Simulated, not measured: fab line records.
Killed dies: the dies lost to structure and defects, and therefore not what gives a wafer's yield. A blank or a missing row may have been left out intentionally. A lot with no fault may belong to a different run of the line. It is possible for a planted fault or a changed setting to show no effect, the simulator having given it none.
The tool behind it: which one? ; flow sky130 ; 6 lots with 18 wafers sampled at 2 steps, on a route of 708 steps

== WHAT THE GAUGES READ, wafer by wafer ==
SKY_VIA4_THK_MEAS_01.
lot;measured;on;VIA4_HDPCVD_THK (nm)
L439;day 43 13:34;filmMetro-03;1741 1730 1751
L443;day 43 14:46;filmMetro-02;1734 1753 1756
L454;day 46 06:08;filmMetro-03;1747 1768 1752
L457;day 47 04:18;filmMetro-03;1735 1727 1746
L459;day 47 13:04;filmMetro-01;1760 1762 1752
L458;day 47 15:59;filmMetro-03;1723 1757 1744

== WHICH TOOL RAN EACH LOT (tool, then ch and the chambers of the sampled wafers, then the start) ==
lot;SKY_METAL4_ETCH_17
L439;rieDiel-03 ch 1,2,3, day 43 12:36
L443;rieDiel-01 ch 0,2, day 43 13:40
L454;rieDiel-03 ch 0,1,3, day 46 05:10
L457;rieDiel-04 ch 0,2,3, day 47 03:07
L459;rieDiel-01 ch 0,1,2, day 47 12:01
L458;rieDiel-04 ch 0,2, day 47 14:58
- SKY_METAL4_ETCH_17: etches SiO2 in C4F8/O2/Ar, stops on TiN, time 3.9 s, target depth 15 nm.

== THE ANSWER, worked out from the rows above alone ==
Rule: the usual values come from the lots themselves. The widest of any qualifying gaps counts: lots, ordered by their means at a reading, are off when they make up no more than a third of the lots, leave a main group of 4 or more, and stand apart from it by 3 or more times the standard deviation of that group's means. A main group is skipped when, at the precision printed for the reading in the tables above, its means are all equal. Also off: a lot with no number at a reading for which 4 or more lots have one. The other lots that the step has rows for count as sound.
Across all readings shown, no lot is off: no conclusion can be drawn from this.

== WHAT THE SIMULATOR PUT IN ==
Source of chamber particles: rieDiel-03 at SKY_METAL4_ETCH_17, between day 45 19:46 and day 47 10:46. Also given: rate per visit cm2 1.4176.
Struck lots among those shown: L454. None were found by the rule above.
